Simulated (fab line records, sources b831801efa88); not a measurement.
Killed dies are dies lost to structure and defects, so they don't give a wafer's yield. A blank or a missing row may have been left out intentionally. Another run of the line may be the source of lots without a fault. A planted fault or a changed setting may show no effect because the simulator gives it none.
A lot that was struck, set against a sound lot / flow sky130 / 16 out of 708 route steps
Sound: the wafers L147.2, L147.3, L147.4. Wafers struck: L143.1, L143.2, L143.5. Last of all comes the cause.
Per side, at each step with rows, come the tool, then ch with its chambers, and then its first start. Under that, the readings that differ: sound wafers / struck wafers / difference of the means / sigmas: that difference in standard deviations of wafers without a fault.
alike: words and numbers the same on both sides, and readings whose means are apart by under 2 such deviations; not compared: readings that were withheld, readings missing a value for some wafer, numbers with overlapping values and no deviation given by the record, and bounds like >300 which may hide the same value.
Wherever a step has rows on one side only, a row that says differs or no value, or a row with sigmas, the two part there. Numbers that have no deviation but don't overlap get no sigmas and don't part them. A reading missing from all wafers of one side parts the sides only when that side holds two or more wafers.

SKY_VIA2_BOW_MEAS_03:
  sound on film_metro-04, day 41 17:11; struck on film_metro-02, day 40 10:04
  alike: VIA2_BOW
then, 8 steps without rows for these wafers: SKY_VIA2_DEHYDRATE_04 (time 60 s); SKY_VIA2_HMDS_05 (prime time 60 s); SKY_VIA2_COAT_06 (resist thk 60 nm); SKY_VIA2_COAT_07 (resist thk 450 nm); SKY_VIA2_SOFTBAKE_08 (time 90 s); SKY_VIA2_EXPOSE_09 (exposes mask VIM2, target cd 200 nm); SKY_VIA2_PEB_10; SKY_VIA2_DEVELOP_11 (develop time 60 s).
SKY_VIA2_CD_MEAS_12: target cd 200 nm.
  sound on cd_sem-01, day 42 16:18; struck on cd_sem-01, day 41 10:17
  alike: cd_nm
SKY_VIA2_OVL_MEAS_13:
  sound on overlay-01, day 42 16:24; struck on overlay-01, day 41 10:25
  alike: VIA2_OVL
SKY_VIA2_ETCH_14: etches BARC in N2/H2, stops on SiO2, time 45.9 s, target depth 60 nm.
  sound on rie_diel-02 ch 0,1,3, day 42 16:26; struck on rie_diel-03 ch 0,2,3, day 41 10:27
  alike: bias_w, chamber_pressure_mTorr, drypump_motor_current_A, oes_product_au, throttle_valve_pct
  not compared: rf_hours_counter_h
SKY_VIA2_ETCH_15: etches SiO2 in C4F8/O2/Ar, stops on TiN, target depth 546 nm, time 84 s.
  sound on rie_diel-02 ch 0,1,3, day 42 16:29; struck on rie_diel-03 ch 0,2,3, day 41 10:29
  no value came back on the struck wafers for bias_w (W), chamber_pressure_mTorr (mTorr), oes_product_au (a.u.), rf_hours_counter_h (h); on the sound wafers bias_w (W) reads 1205 1201 1205
reading=model.KrF-thick_of_VIA2_COAT_07.thk_nm (nm); sound=281.7 282.5 280.8; struck=391.6 392.8 392.8; difference=+110.7; sigmas=
SKY_VIA2_STRIP_16: strips in O2/N2.
  sound on plasma_asher-04 ch 0,1, day 42 16:32; struck on plasma_asher-02 ch 0,1, day 41 10:33
reading=oes_product_au (a.u.); sound=0.397 0.399 0.396; struck=0.444 0.441 0.444; difference=+0.046; sigmas=+10
reading=strip_time_to_endpoint_s (s); sound=4.041 4.032 4.023; struck=5.203 5.198 5.192; difference=+1.166; sigmas=+43
  alike: drypump_motor_current_A, o2_flow_sccm
  not compared: rf_hours_counter_h
then, 1 step without rows for these wafers: SKY_VIA2_STRIP_17 (strips in post etch residue remover, time 1200 s).
-- the record jumps here: 8 days lie between the struck wafers' starts before and after (it left off in module VIA2 and takes up again in module PAD_OPEN, whose first step shown is number 708 of the route) --
SKY_PAD_OPEN_PROBE_99:
  sound on prober-02, day 50 15:27; struck on prober-01, day 49 18:53
reading=hold; sound=- - -; struck=await_dispo/3.1h/scrap await_dispo/3.1h/scrap await_dispo/3.1h/scrap; difference=no value on the sound wafers; sigmas=
reading=killed_at_M0_to_M3; sound=47 63 49; struck=459 447 448; difference=+398; sigmas=+55
reading=killed_dies; sound=104 106 97; struck=492 492 492; difference=+390; sigmas=+35
reading=killed_on_rim; sound=13 20 17; struck=96 96 96; difference=+79; sigmas=+21
  alike: killed_at_M4_up, killed_at_contacts, killed_at_front_end, killed_at_other, killed_open, killed_short

WHERE THEY PART
Earliest at SKY_VIA2_ETCH_15; latest, in this record, at SKY_PAD_OPEN_PROBE_99.

WHY: what the simulator had put in
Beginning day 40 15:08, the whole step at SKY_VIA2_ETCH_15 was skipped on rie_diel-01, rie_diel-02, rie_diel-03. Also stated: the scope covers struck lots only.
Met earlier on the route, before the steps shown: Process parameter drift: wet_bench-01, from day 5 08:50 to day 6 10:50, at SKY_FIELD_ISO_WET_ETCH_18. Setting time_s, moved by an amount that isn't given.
